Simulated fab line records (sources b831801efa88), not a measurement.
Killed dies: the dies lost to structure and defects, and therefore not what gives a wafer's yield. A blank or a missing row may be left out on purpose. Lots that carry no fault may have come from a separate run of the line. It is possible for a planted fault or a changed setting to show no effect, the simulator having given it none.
Check of tool commonality	flow sfqLine	42 wafers sampled across 14 lots

== REASON FOR OPENING ==
Of 14 lots, 2 have the reading M4_NB_RS flagged at SFQ_M4_RS_MEAS_924. Fault-free wafers read 0.890 ohm/sq, with a standard deviation of 0.013.
Rule: a lot is flagged in two cases, either no wafer of it has a number, or all its wafers with numbers fall more than 4 standard deviations from that mean. The rest of the lots are taken to be sound.

lot	measured	on	M4_NB_RS (ohm/sq), wafer by wafer	flag
L144	day 31 00:24	filmMetro-01	0.891 0.896 0.886	
L146	day 39 15:22	filmMetro-02	0.891 0.890 0.882	
L147	day 39 22:17	filmMetro-01	0.882 0.867 0.880	
L149	day 40 06:46	filmMetro-02	0.898 0.895 0.889	
L150	day 45 14:18	filmMetro-03	0.883 0.888 0.900	
L152	day 46 16:12	filmMetro-03	0.654 0.651 0.649	FLAGGED
L154	day 47 17:25	filmMetro-03	0.659 0.662 0.664	FLAGGED
L157	day 48 20:44	filmMetro-02	0.895 0.899 0.912	
L160	day 50 02:09	filmMetro-02	0.885 0.885 0.885	
L161	day 50 07:41	filmMetro-03	0.892 0.889 0.875	
L163	day 51 09:56	filmMetro-02	0.870 0.861 0.864	
L165	day 51 16:16	filmMetro-01	0.905 0.907 0.913	
L166	day 51 23:01	filmMetro-02	0.889 0.892 0.893	
L167	day 52 02:34	filmMetro-02	0.881 0.879 0.869	
Average over the flagged lots: 0.657 ohm/sq; offset from the usual -0.233 ohm/sq, equal to -18 standard deviations.

== EACH LOT AND THE TOOL IT RAN ON ==
The record keeps 1 process step preceding the reading, out of 325 steps on the route. Read each cell as the tool, then ch plus the chambers that the sampled wafers visited, then the start.
lot	flag	SFQ_TRILAYER_M4_DEP_SPUTTER_091
L144		pvdSputter-03, day 31 00:15
L146		pvdSputter-03, day 39 15:16
L147		pvdSputter-06, day 39 22:11
L149		pvdSputter-03, day 40 06:38
L150		pvdSputter-06, day 45 14:13
L152	FLAGGED	pvdSputter-06, day 46 16:05
L154	FLAGGED	pvdSputter-06, day 47 17:19
L157		pvdSputter-03, day 48 20:38
L160		pvdSputter-04, day 50 02:02
L161		pvdSputter-03, day 50 07:36
L163		pvdSputter-06, day 51 09:48
L165		pvdSputter-04, day 51 16:09
L166		pvdSputter-04, day 51 22:55
L167		pvdSputter-06, day 52 02:28
What the steps here do:
- SFQ_TRILAYER_M4_DEP_SPUTTER_091: material Nb, target thk 200 nm, time 133.3 s.
- SFQ_M4_RS_MEAS_924: measures by four-point-probe.

== FLAGGED AGAINST TOTAL, ONE TOOL AT A TIME (gauges that did the reading follow at the end) ==
step	tool	lots run	flagged	share of the flagged lots	sound lots run after its first flagged lot
SFQ_TRILAYER_M4_DEP_SPUTTER_091	pvdSputter-03	5	0	none	-
SFQ_TRILAYER_M4_DEP_SPUTTER_091	pvdSputter-04	3	0	none	-
SFQ_TRILAYER_M4_DEP_SPUTTER_091	pvdSputter-06	6	2	all	2 (L163,L167)
SFQ_M4_RS_MEAS_924	filmMetro-01	3	0	none	-
SFQ_M4_RS_MEAS_924	filmMetro-02	7	0	none	-
SFQ_M4_RS_MEAS_924	filmMetro-03	4	2	all	1 (L161)

== THE TABLE: WHAT IT ALLOWS ==
Table rows that saw every flagged lot: 2, namely pvdSputter-06 at SFQ_TRILAYER_M4_DEP_SPUTTER_091 and filmMetro-03 at SFQ_M4_RS_MEAS_924.
- pvdSputter-06 at SFQ_TRILAYER_M4_DEP_SPUTTER_091 ran 6 lots, 2 of them flagged. Lots that were sound ran on it after the first flagged one (L163, L167); a persistent fault on the entire tool would not allow that. Its own readings (cathodeDcPowerW) fall more than 4 standard deviations out on all wafers of the flagged lots.
- filmMetro-03 at SFQ_M4_RS_MEAS_924 ran 4 lots, 2 of them flagged. Lots that were sound ran on it after the first flagged one (L161); a persistent fault on the entire tool would not allow that.
None of the table's rows ran every flagged lot and, after the first, no sound lot.

== WHAT HAD BEEN PUT IN BY THE SIMULATOR ==
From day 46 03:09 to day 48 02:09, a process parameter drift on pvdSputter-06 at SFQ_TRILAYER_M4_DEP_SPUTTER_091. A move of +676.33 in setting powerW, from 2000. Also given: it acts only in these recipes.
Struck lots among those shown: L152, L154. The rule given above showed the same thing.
